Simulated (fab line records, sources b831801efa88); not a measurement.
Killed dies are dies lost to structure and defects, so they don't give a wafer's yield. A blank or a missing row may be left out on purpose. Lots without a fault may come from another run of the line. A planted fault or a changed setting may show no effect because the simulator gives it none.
Problem report in the 8D (eight disciplines) form, filled by code | flow gf180mcu | the parts of the form that need people (team, actions taken, sign-off) are left out

1. THE PROBLEM
rf_fwd_power_W at GF_M2_METAL_ETCH_16 reads a mean of 925.1 W on 6 wafers of 2 lots; wafers without a fault read 797.0 W with a standard deviation of 2.3. That is +56 standard deviations from the usual mean.
The step: etches the open film in Cl2/BCl3, stops on SiO2, target depth 750.8 nm, time 125.1 s.
First seen on wafer L210.1, day 22 06:09, on rie_metal-04. The record holds 33 wafers of 11 lots with a number at this step. Rule for "out", or "out of limits": more than 4 standard deviations from the usual mean. The other wafers with a number count as sound.

2. WHAT IT IS AND WHAT IT IS NOT
question                    | is                     | is not
which readings at this step | rf_fwd_power_W         | drypump_motor_current_A, throttle_valve_pct
which lots                  | L210, L211             | L202, L203, L206, L209, L221, L222, L223, L224, L225
which wafers of those lots  | all that have a number | -
read on which tools         | rie_metal-04           | rie_metal-02
when                        | from day 22 06:09      | up to then (12 sound wafers); but 15 sound wafers of L221, L222, L223, L224, L225 came after

3. SUSPECTS, AND WHAT RULES EACH OUT
Counting: a tool at a process step up to the reading stays a suspect if it ran every lot that is out and no sound lot after the first of them.
- rie_metal-04 at GF_M2_METAL_ETCH_16 (etches the open film in Cl2/BCl3, stops on SiO2, target depth 750.8 nm, time 125.1 s): ruled out as a lasting fault. Sound lots L222, L223, L224, L225 ran on it after its first lot that is out, L210 (day 22 06:09).
Left after counting: nothing in the record.

4. THE CAUSE (what the simulator had put in)
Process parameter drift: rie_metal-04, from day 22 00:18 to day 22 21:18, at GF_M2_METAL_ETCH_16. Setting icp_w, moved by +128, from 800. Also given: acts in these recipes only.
Counting ruled it out, wrongly.

5. THE CHAIN OF EFFECTS, in route order
Each row: a reading whose mean over the struck wafers that have a number lies more than 3 standard deviations from the usual. Only readings for which the record gives a usual standard deviation are gone through. hours: the time from each lot's start at the first step in this table that gives one to its start at this step, as a median over the lots. sigmas: the change in usual standard deviations.
hours | step                | reading                  | usual      | on struck wafers | change | sigmas
0     | GF_M2_METAL_ETCH_16 | rf_fwd_power_W           | 797.0 W    | 925.1            | +128.1 | +56
0     | GF_M2_STRIP_17      | oes_product_au           | 0.537 a.u. | 0.521            | -0.016 | -3.3
0     | GF_M2_STRIP_17      | strip_time_to_endpoint_s | 7.39 s     | 6.99             | -0.40  | -9.1
The process steps in it:
- GF_M2_METAL_ETCH_16: etches the open film in Cl2/BCl3, stops on SiO2, target depth 750.8 nm, time 125.1 s.
- GF_M2_STRIP_17: strips in O2/N2.

6. WHAT WOULD HAVE CAUGHT IT SOONER
In this record the first reading out of limits was taken at day 22 06:09, 6 hours after the fault began at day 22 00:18.
